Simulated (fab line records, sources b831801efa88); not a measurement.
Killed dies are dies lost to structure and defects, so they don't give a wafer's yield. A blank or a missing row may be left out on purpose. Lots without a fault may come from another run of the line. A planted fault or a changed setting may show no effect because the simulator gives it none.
Chamber matching | flow sky130 | SKY_VIA3_CMP_24 on cmp-01: 4 sister chambers
The step polishes, stops on SiO2, t overpolish 20 s, target thk 0 nm. 4 wafers are shown with their chamber, then 7 later ones without.

WAFERS WITH THEIR CHAMBER
wafer  | chamber | motor_current_A (A)
L251.2 | 0       | 10.1
L251.6 | 1       | 10.3
L252.1 | 2       | 10.0
L252.5 | 3       | 11.3

WAFERS WITHOUT THEIR CHAMBER
wafer  | motor_current_A (A)
L252.6 | 10.2
L255.1 | 11.5
L255.2 | 10.8
L255.5 | 10.5
L254.1 | 11.5
L254.2 | 10.2
L254.4 | 10.7

WHICH CHAMBER EACH WENT THROUGH
wafer  | from the rows above               | in truth
L252.6 | can't be placed: 0 or 1 or 2      | 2
L255.1 | 3                                 | 3
L255.2 | can't be placed: 1 or 3 or 0 or 2 | 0
L255.5 | can't be placed: 1 or 0 or 2      | 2
L254.1 | 3                                 | 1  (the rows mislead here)
L254.2 | can't be placed: 0 or 1 or 2      | 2
L254.4 | can't be placed: 1 or 0 or 3 or 2 | 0
Placed correctly: 1 of 7. Can't be placed from these rows: 5 (the true chamber is among the candidates in 5). Placed wrongly: 1.
How it was worked out, from the rows above alone: a wafer's distance from a chamber is the root of the sum, over the readings, of the square of ((its reading less the chamber's mean) divided by the reading's scatter). The wafer belongs to the nearest chamber; if the next one is less than 2 further off, it can't be placed. A chamber's mean is the mean of its shown wafers. The scatter: with one shown wafer a chamber, the root of the mean of the squares of how far each hidden wafer lies from its nearest shown one.
